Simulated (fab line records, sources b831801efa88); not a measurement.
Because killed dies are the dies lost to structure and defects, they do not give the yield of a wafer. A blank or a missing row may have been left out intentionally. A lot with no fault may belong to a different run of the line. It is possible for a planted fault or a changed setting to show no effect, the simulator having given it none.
The same fault as seen by 2 desks -- flow sky130 -- every desk sees just its own numbers, and what lay behind them comes last

== FOR THE TOOL OWNER'S DESK: implanter-04 ==
SKY_SD_P_IMPLANT_09, tool's own readings: per-lot mean of the sampled wafers with a number, covering each lot this tool ran. The brackets show how far a lot's mean lies from the usual mean; more than 4 standard deviations puts the lot out of limits, marked OUT.
Columns: A = end_station_pressure_torr at SKY_SD_P_IMPLANT_09, usual 1.42e-05 Torr
lot,first seen here,A
L401,day 29 10:26,1.58e-05
L412,day 32 23:46,1.67e-05
This desk's verdict: no lot among the 2 shows anything out of limits.

== METROLOGY DESK ==
What the gauges read, lot by lot, whatever tool the lot ran on: means of the sampled wafers that have a number. The brackets show how far a lot's mean lies from the usual mean; more than 4 standard deviations puts the lot out of limits, marked OUT. Only the readings that lie furthest out on some lot appear, 7 of the 8 it has.
Columns: A = cd_nm at SKY_SD_P_CD_MEAS_07, usual 380.4 nm; B = SD_P_OVL at SKY_SD_P_OVL_MEAS_08, usual 0.6 nm; C = SD_P_TW at SKY_SD_P_TW_MEAS_11, usual 2830; D = RES_XHIGH_TW at SKY_RES_XHIGH_TW_MEAS_09, usual 1646; E = cd_nm at SKY_SD_N_CD_MEAS_07, usual 379.7 nm; F = SD_N_TW at SKY_SD_N_TW_MEAS_12, usual 3987; G = SD_N_RS at SKY_SD_N_RS_MEAS_16, usual 68.54 ohm/sq
lot,first seen here,A,B,C,D,E,F,G
L392,day 25 21:28,385.3,0.2,2854,1632,375.9,3993,68.68
L401,day 29 10:17,380.5,1.2,2806,1626,377.5,4009,68.41
L408,day 31 23:27,380.4,2.8,2849,1657,374.6,3977,68.51
L412,day 32 23:37,380.6,0.1,2816,1649,379.3,3995,68.61
L414,day 33 13:45,380.9,-0.5,2839,1626,381.9,3954,68.51
This desk's verdict: no lot among the 5 shows anything out of limits.

== BROUGHT TOGETHER ==
The desk of the tool owner found nothing out of limits.
The metrology desk saw nothing out of limits.

== WHAT THE SIMULATOR HAD INSERTED ==
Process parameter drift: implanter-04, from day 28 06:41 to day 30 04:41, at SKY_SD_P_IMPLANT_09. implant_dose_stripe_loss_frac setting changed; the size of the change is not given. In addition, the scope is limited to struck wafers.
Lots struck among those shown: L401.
